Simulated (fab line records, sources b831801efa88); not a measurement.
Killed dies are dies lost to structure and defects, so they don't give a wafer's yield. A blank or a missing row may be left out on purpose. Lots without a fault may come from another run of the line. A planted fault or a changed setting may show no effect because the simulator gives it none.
A struck lot beside a sound one | flow gf180mcu | 43 steps out of a route of 602
Sound: wafers L295.1, L295.2, L295.4. Struck: wafer L310.6. (L310.1, L310.5 of the same lot were not struck and are left out.) The cause comes at the end.
At each step with rows: each side's tool, then ch and its chambers, then its first start. Under that, the readings that differ: sound wafers | struck wafers | difference of the means | sigmas: that difference in standard deviations of wafers without a fault.
alike: readings whose means differ by less than 2 such deviations, and words and numbers that are the same on both sides. not compared: withheld readings, readings that some wafer has no value for, bounds like >300 that may hide the same value, and numbers for which the record gives no deviation and whose values overlap.
The two part at a step that has a row with sigmas, a row that says differs or no value, or rows on one side only. Numbers that don't overlap but have no deviation are shown without sigmas and don't part them. A reading that every wafer of one side lacks parts them only if that side has two wafers or more.

first, 8 steps without rows for these wafers: GF_V2_DEHYDRATE_06 (time 60 s); GF_V2_HMDS_07 (prime time 60 s); GF_V2_COAT_08; GF_V2_COAT_09 (resist thk 1000 nm); GF_V2_SOFTBAKE_10 (time 60 s); GF_V2_EXPOSE_11 (exposes mask Via2, target cd 260 nm); GF_V2_PEB_12 (peb time 90 s); GF_V2_DEVELOP_13 (develop time 60 s).
GF_V2_CD_MEAS_14: target cd 260 nm.
  sound on cd_sem-02, day 20 08:02; struck on cd_sem-02, day 25 20:41
  alike: cd_nm
GF_V2_OVL_MEAS_15:
  sound on overlay-02, day 20 08:10; struck on overlay-02, day 25 20:49
  alike: V2_OVL
GF_V2_ETCH_16: etches BARC in N2/H2.
  sound on rie_diel-01 ch 0,1,3, day 20 08:12; struck on rie_diel-04 ch 2, day 25 20:51
  alike: drypump_motor_current_A, oes_product_au, throttle_valve_pct
GF_V2_ETCH_17: etches SiO2 in C4F8/O2/Ar, stops on TiN, target depth 630 nm.
  sound on rie_diel-01 ch 0,1,3; struck on rie_diel-04 ch 2
  alike: oes_product_au
GF_V2_STRIP_18: strips in O2/N2.
  sound on plasma_asher-01 ch 0,1, day 20 08:20; struck on plasma_asher-02 ch 0, day 25 20:59
  alike: drypump_motor_current_A, heater_power_w, oes_product_au
  not compared: rf_hours_counter_h
then, 2 steps without rows for these wafers: GF_V2_STRIP_19 (strips in post etch residue remover, time 1200 s); GF_V2_CLEAN_20 (cleans in DIW).
GF_V2_SPUTTER_21: material Ti, target thk 15 nm, time 80.02 s.
  sound on pvd_sputter-01, day 20 09:12; struck on pvd_sputter-04, day 25 21:31
  alike: throttle_valve_pct
then, 1 step without rows for these wafers: GF_V2_SPUTTER_22 (material TiN, target thk 10 nm, time 40 s).
GF_V2_CVD_23: deposits W, target thk 350 nm, time 104.94 s.
  sound on cvd_w-02 ch 0,1, day 20 09:18; struck on cvd_w-01 ch 0, day 25 21:37
  alike: heater_power_w
GF_V2_RS_MEAS_24: measures by four-point-probe.
  sound on film_metro-04, day 20 09:25; struck on film_metro-01, day 25 21:44
  alike: V2_W_RS
GF_V2_THK_MEAS_25: measures by xrf.
  sound on film_metro-04, day 20 09:32; struck on film_metro-01, day 25 21:51
  reading       | sound       | struck | difference | sigmas
  V2_W_THK (nm) | 351 344 355 | 367    | +17        | +3
then, 1 step without rows for these wafers: GF_V2_CMP_26 (polishes, stops on SiO2, t overpolish 15 s, target thk 0 nm).
GF_M3_SPUTTER_00: material Ti, target thk 37.5 nm, time 150 s.
  sound on pvd_sputter-03, day 20 09:54; struck on pvd_sputter-02, day 25 22:13
  alike: throttle_valve_pct
then, 4 steps without rows for these wafers: GF_M3_SPUTTER_01 (material TiN, target thk 30 nm, time 25 s); GF_M3_SPUTTER_02 (material AlCu, target thk 450 nm, time 23.9 s); GF_M3_SPUTTER_03 (material Ti, target thk 10 nm, time 6.7 s); GF_M3_SPUTTER_04 (material TiN, target thk 50 nm, time 41.7 s).
GF_M3_RS_MEAS_05: measures by four-point-probe.
  sound on film_metro-02, day 20 10:07; struck on film_metro-01, day 25 22:26
  alike: M3_ALCU_RS
GF_M3_THK_MEAS_06: measures by xrf.
  sound on film_metro-02, day 20 10:14; struck on film_metro-01, day 25 22:33
  alike: M3_ALCU_THK
then, 7 steps without rows for these wafers: GF_M3_DEHYDRATE_07 (time 60 s); GF_M3_HMDS_08 (prime time 60 s); GF_M3_COAT_09 (resist thk 1000 nm); GF_M3_SOFTBAKE_10 (time 60 s); GF_M3_EXPOSE_11 (exposes mask Metal3, target cd 280 nm); GF_M3_PEB_12 (peb time 90 s); GF_M3_DEVELOP_13 (develop time 60 s).
GF_M3_CD_MEAS_14: target cd 280 nm.
  sound on cd_sem-02, day 21 09:53; struck on cd_sem-01, day 26 18:26
  alike: cd_nm
GF_M3_OVL_MEAS_15:
  sound on overlay-01, day 21 10:01; struck on overlay-02, day 26 18:33
  alike: M3_OVL
then, 5 steps without rows for these wafers: GF_M3_METAL_ETCH_16 (etches the open film in Cl2/BCl3, stops on SiO2, target depth 750.8 nm, time 129 s); GF_M3_STRIP_17 (strips in O2/N2); GF_M3_STRIP_18 (strips in post etch residue remover, time 1200 s); GF_M3_CLEAN_19 (cleans in DIW); GF_V3_CVD_00 (deposits SiO2, target thk 600 nm, time 100 s).
-- the record jumps here: 7 days lie between the struck wafers' starts before and after (it left off in module V3 and takes up again in module PASSIVATION, whose first step shown is number 602 of the route) --
GF_PASSIVATION_PROBE_99:
  the record has rows for the struck wafers here (prober-01, day 33 06:47) and none for the sound ones

WHERE THEY PART
First at GF_V2_THK_MEAS_25; last, within this record, at GF_PASSIVATION_PROBE_99.

WHY: what the simulator had put in
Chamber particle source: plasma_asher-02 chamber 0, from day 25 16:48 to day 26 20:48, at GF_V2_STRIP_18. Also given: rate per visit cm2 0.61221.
